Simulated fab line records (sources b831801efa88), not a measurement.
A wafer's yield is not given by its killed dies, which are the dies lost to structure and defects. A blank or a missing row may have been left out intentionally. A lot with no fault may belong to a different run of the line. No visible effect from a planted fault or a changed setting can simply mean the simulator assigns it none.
Matching of chambers | flow gf180mcu | GF_POLY_GATE_ETCH_13 on rie-si-01 has 4 sister chambers
The step etches poly-Si in HBr/Cl2, stops on SiO2, target depth 198.5 nm, time 69.6 s. 8 wafers are shown with their chamber, then 11 later ones without.

WAFERS, EACH WITH ITS CHAMBER
wafer  | chamber | drypump-motor-current-A (A) | oes-product-au (a.u.)
L982.1 | 1       | 4.9                         | 1.005
L982.5 | 1       | 4.9                         | 0.997
L986.1 | 2       | 5.6                         | 0.990
L986.3 | 3       | 6.6                         | 0.976
L986.6 | 3       | 6.6                         | 1.000
L989.3 | 2       | 5.5                         | 0.993
L989.4 | 0       | 6.0                         | 0.991
L990.2 | 0       | 6.1                         | 0.997

WAFERS MISSING THEIR CHAMBER
wafer  | drypump-motor-current-A (A) | oes-product-au (a.u.)
L990.3 | 4.9                         | 0.989
L990.6 | 6.0                         | 0.994
L991.2 | 4.9                         | 0.996
L991.4 | 6.0                         | 0.979
L991.5 | 4.9                         | 0.993
L992.1 | 6.0                         | 0.988
L992.4 | 6.0                         | 0.977
L992.5 | 5.6                         | 0.991
L993.3 | 5.6                         | 0.991
L993.4 | 5.6                         | 0.992
L993.6 | 4.9                         | 0.997

WHICH CHAMBER EACH WENT THROUGH
wafer  | from the rows above | in truth
L990.3 | 1                   | 1
L990.6 | 0                   | 0
L991.2 | 1                   | 1
L991.4 | 0                   | 0
L991.5 | 1                   | 1
L992.1 | 0                   | 0
L992.4 | 0                   | 0
L992.5 | 2                   | 2
L993.3 | 2                   | 2
L993.4 | 2                   | 2
L993.6 | 1                   | 1
11 of 11 placed correctly. Not placeable from these rows: 0. Placed wrongly: 0.
How it was worked out, from the rows above alone: a wafer's distance from a chamber is the root of the sum, over the readings, of the square of ((its reading less the chamber's mean) divided by the reading's scatter). If the next closest chamber is less than 2 further off than the closest, the wafer can't be placed; otherwise it belongs to the closest. For every chamber, the mean is computed from those of its wafers that are shown. How the scatter is found: for the shown wafers, subtract from each reading the mean of its chamber, square and add these, divide the total by (wafers less chambers), then take the root.
